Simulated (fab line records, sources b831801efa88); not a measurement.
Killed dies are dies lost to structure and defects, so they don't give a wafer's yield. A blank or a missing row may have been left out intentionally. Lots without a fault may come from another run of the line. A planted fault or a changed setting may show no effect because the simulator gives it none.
Problem report, 8D (eight disciplines) form, completed by code | flow sky130 | the parts of the form that need people (team, actions taken, sign-off) are left out

## 1. WHAT IS WRONG
Wafers without a fault read 100.07 W, standard deviation 0.27; biasW at SKY_LOCAL_INTERCONNECT_ETCH_13 reads a mean of 107.99 W on 6 wafers belonging to 2 lots. That puts it +29 standard deviations away from the usual mean.
The step: etches BARC in N2/H2, stops on SiO2, time 45.9 s, target depth 60 nm.
First seen on wafer L648.2, day 31 20:50, on rieMetal-02. At this step, 36 wafers from 12 lots have a number in the record. Rule for "out" (also "out of limits"): further than 4 standard deviations from the usual mean. All remaining wafers that have a number are taken as sound.

## 2. WHAT THIS IS AND IS NOT
question                    | is                     | is not
which readings at this step | biasW                  | drypumpMotorCurrentA, heBacksideLeakSccm, oesProductAu, rfFwdPowerW, throttleValvePct
which lots                  | L648, L653             | L645, L658, L659, L660, L661, L663, L664, L665, L666, L667
which wafers of those lots  | all that have a number | -
read on which tools         | rieMetal-02            | rieMetal-01, rieMetal-03
when                        | from day 31 20:50      | up to then (3 sound wafers); but 27 sound wafers of L658, L659, L660, L661, L663, L664, L665, L666, L667 came after

## 3. WHAT RULES OUT EACH SUSPECT
Counting: any tool at a process step up to the reading is kept as a suspect provided that every lot that is out went through it and no sound lot did after the first of them.
- rieDiel-01 at SKY_POLY_CUT_ETCH_11 (etches Si3N4 in CF4/CH2F2/Ar, stops on poly-Si, time 42.5 s, target depth 60 nm): ruled out as a lasting fault. After its first lot that is out, L648 (day 25 18:17), sound lots L659, L663, L666, L667 ran on it.
- rieMetal-02 at SKY_LOCAL_INTERCONNECT_ETCH_13 (etches BARC in N2/H2, stops on SiO2, time 45.9 s, target depth 60 nm): ruled out as a lasting fault. After its first lot that is out, L648 (day 31 20:50), sound lots L660, L665, L667 ran on it.
Left after counting: nothing in the record.

## 4. THE CAUSE (what the simulator had put in)
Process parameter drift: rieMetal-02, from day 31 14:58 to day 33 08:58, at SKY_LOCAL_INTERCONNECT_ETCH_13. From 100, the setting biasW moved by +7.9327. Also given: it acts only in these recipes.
Counting ruled it out, wrongly.

## 5. THE CHAIN OF EFFECTS, in route order
Each row: a reading where the mean over the struck wafers with a number is more than 3 standard deviations away from the usual. Readings are gone through only where the record gives a usual standard deviation; hours: the median, over the lots, of the time from a lot's start at the first step in this table giving one to that lot's start at this step; sigmas: the change measured in usual standard deviations.
hours | step                           | reading | usual    | on struck wafers | change | sigmas
0     | SKY_LOCAL_INTERCONNECT_ETCH_13 | biasW   | 100.07 W | 107.99           | +7.92  | +29
Here are the process steps it includes:
- SKY_LOCAL_INTERCONNECT_ETCH_13: etches BARC in N2/H2, stops on SiO2, time 45.9 s, target depth 60 nm.

## 6. WHAT WOULD HAVE CAUGHT IT SOONER
The fault began at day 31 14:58; the first out-of-limits reading in this record came at day 31 20:50, 6 hours later.
